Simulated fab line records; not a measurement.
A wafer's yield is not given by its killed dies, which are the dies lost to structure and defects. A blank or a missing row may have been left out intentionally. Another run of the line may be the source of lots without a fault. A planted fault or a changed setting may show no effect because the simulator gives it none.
Commonality check across tools / flow gf180mcu / Sample size 11 lots and 33 wafers

## WHAT PROMPTED THE OPENING
Of 11 lots, 3 have the reading POLY_GATE_CVD_00_THK flagged at GF_POLY_GATE_THK_MEAS_01. Wafers without a fault read 199.6 nm, standard deviation 2.3.
Rule: a lot gets a flag if all its wafers with a number sit over 4 standard deviations from that mean, or if no wafer of it has a number. The rest of the lots are taken to be sound.

lot=L729; measured=day 9 08:06; on=film_metro-03; POLY_GATE_CVD_00_THK (nm), wafer by wafer=199.2 200.4 200.0; flag=
lot=L730; measured=day 9 15:29; on=film_metro-03; POLY_GATE_CVD_00_THK (nm), wafer by wafer=200.7 198.8 199.9; flag=
lot=L731; measured=day 9 18:49; on=film_metro-04; POLY_GATE_CVD_00_THK (nm), wafer by wafer=202.2 202.6 200.7; flag=
lot=L734; measured=day 10 18:40; on=film_metro-01; POLY_GATE_CVD_00_THK (nm), wafer by wafer=200.5 200.8 201.3; flag=
lot=L736; measured=day 11 11:56; on=film_metro-01; POLY_GATE_CVD_00_THK (nm), wafer by wafer=196.2 197.1 198.8; flag=
lot=L739; measured=day 12 03:38; on=film_metro-01; POLY_GATE_CVD_00_THK (nm), wafer by wafer=201.7 200.9 201.5; flag=
lot=L740; measured=day 12 16:55; on=film_metro-03; POLY_GATE_CVD_00_THK (nm), wafer by wafer=197.6 196.6 197.6; flag=
lot=L741; measured=day 12 20:44; on=film_metro-03; POLY_GATE_CVD_00_THK (nm), wafer by wafer=163.4 165.5 164.8; flag=FLAGGED
lot=L742; measured=day 13 06:51; on=film_metro-03; POLY_GATE_CVD_00_THK (nm), wafer by wafer=169.3 169.0 167.5; flag=FLAGGED
lot=L744; measured=day 13 20:00; on=film_metro-04; POLY_GATE_CVD_00_THK (nm), wafer by wafer=167.7 166.4 168.1; flag=FLAGGED
lot=L748; measured=day 14 23:24; on=film_metro-04; POLY_GATE_CVD_00_THK (nm), wafer by wafer=194.9 198.1 195.5; flag=
The mean of the flagged lots' numbers is 166.9 nm, -32.7 nm from the usual (-14 standard deviations).

## EACH LOT AND THE TOOL IT RAN ON
2 process steps preceding the reading are held in the record, out of 602 steps in the route. Every cell lists first the tool, next ch and the chambers used by the sampled wafers, and last the start.
lot=L729; flag=; GF_DUAL_GATE_STRIP_13=plasma_asher-02 ch 0,1, day 9 05:01; GF_POLY_GATE_CVD_00=lpcvd-01 ch 0, day 9 06:43
lot=L730; flag=; GF_DUAL_GATE_STRIP_13=plasma_asher-01 ch 0,1, day 9 12:23; GF_POLY_GATE_CVD_00=lpcvd-01 ch 1, day 9 14:07
lot=L731; flag=; GF_DUAL_GATE_STRIP_13=plasma_asher-01 ch 0,1, day 9 15:46; GF_POLY_GATE_CVD_00=lpcvd-02 ch 1, day 9 17:29
lot=L734; flag=; GF_DUAL_GATE_STRIP_13=plasma_asher-02 ch 0,1, day 10 15:26; GF_POLY_GATE_CVD_00=lpcvd-02 ch 0, day 10 17:20
lot=L736; flag=; GF_DUAL_GATE_STRIP_13=plasma_asher-03 ch 0,1, day 11 08:53; GF_POLY_GATE_CVD_00=lpcvd-01 ch 0, day 11 10:35
lot=L739; flag=; GF_DUAL_GATE_STRIP_13=plasma_asher-01 ch 0,1, day 12 00:37; GF_POLY_GATE_CVD_00=lpcvd-02 ch 1, day 12 02:17
lot=L740; flag=; GF_DUAL_GATE_STRIP_13=plasma_asher-02 ch 1, day 12 13:11; GF_POLY_GATE_CVD_00=lpcvd-01 ch 0, day 12 14:55
lot=L741; flag=FLAGGED; GF_DUAL_GATE_STRIP_13=plasma_asher-02 ch 0,1, day 12 17:41; GF_POLY_GATE_CVD_00=lpcvd-01 ch 1, day 12 19:24
lot=L742; flag=FLAGGED; GF_DUAL_GATE_STRIP_13=plasma_asher-01 ch 0,1, day 13 02:08; GF_POLY_GATE_CVD_00=lpcvd-01 ch 1, day 13 05:29
lot=L744; flag=FLAGGED; GF_DUAL_GATE_STRIP_13=plasma_asher-03 ch 0,1, day 13 16:26; GF_POLY_GATE_CVD_00=lpcvd-01 ch 0, day 13 18:40
lot=L748; flag=; GF_DUAL_GATE_STRIP_13=plasma_asher-02 ch 0,1, day 14 20:22; GF_POLY_GATE_CVD_00=lpcvd-02 ch 1, day 14 22:04
These steps, and what they do:
- GF_DUAL_GATE_STRIP_13: strips in O2/N2.
- GF_POLY_GATE_CVD_00: deposits poly-Si, target thk 200 nm, time 1200 s.
- GF_POLY_GATE_THK_MEAS_01

## FLAGGED AGAINST TOTAL, ONE TOOL AT A TIME (gauges that did the reading follow at the end)
step=GF_DUAL_GATE_STRIP_13; tool=plasma_asher-01; lots run=4; flagged=1; share of the flagged lots=some; sound lots run after its first flagged lot=0
step=GF_DUAL_GATE_STRIP_13; tool=plasma_asher-02; lots run=5; flagged=1; share of the flagged lots=some; sound lots run after its first flagged lot=1 (L748)
step=GF_DUAL_GATE_STRIP_13; tool=plasma_asher-03; lots run=2; flagged=1; share of the flagged lots=some; sound lots run after its first flagged lot=0
step=GF_POLY_GATE_CVD_00; tool=lpcvd-01; lots run=7; flagged=3; share of the flagged lots=all; sound lots run after its first flagged lot=0
step=GF_POLY_GATE_CVD_00; tool=lpcvd-02; lots run=4; flagged=0; share of the flagged lots=none; sound lots run after its first flagged lot=-
step=GF_POLY_GATE_THK_MEAS_01; tool=film_metro-01; lots run=3; flagged=0; share of the flagged lots=none; sound lots run after its first flagged lot=-
step=GF_POLY_GATE_THK_MEAS_01; tool=film_metro-03; lots run=5; flagged=2; share of the flagged lots=some; sound lots run after its first flagged lot=0
step=GF_POLY_GATE_THK_MEAS_01; tool=film_metro-04; lots run=3; flagged=1; share of the flagged lots=some; sound lots run after its first flagged lot=1 (L748)

## WHAT THE TABLE ALLOWS
Rows of the table that ran each flagged lot: 1, that is lpcvd-01 at GF_POLY_GATE_CVD_00.
- lpcvd-01 at GF_POLY_GATE_CVD_00 ran 7 lots, 3 of them flagged. A fault beginning between L740 (day 12 14:55), its last sound lot, and L741 (day 12 19:24), its first flagged one, fits the data. Its own readings lie more than 4 standard deviations out on every wafer of the flagged lots: spike_tc_lower_C, spike_tc_upper_C.
What remains is a single tool, lpcvd-01 at GF_POLY_GATE_CVD_00.

## WHAT WAS PUT IN BY THE SIMULATOR
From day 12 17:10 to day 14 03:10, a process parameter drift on lpcvd-01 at GF_POLY_GATE_CVD_00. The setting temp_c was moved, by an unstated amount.
Struck lots among those shown: L741, L742, L744. This agrees with what the rule above found.
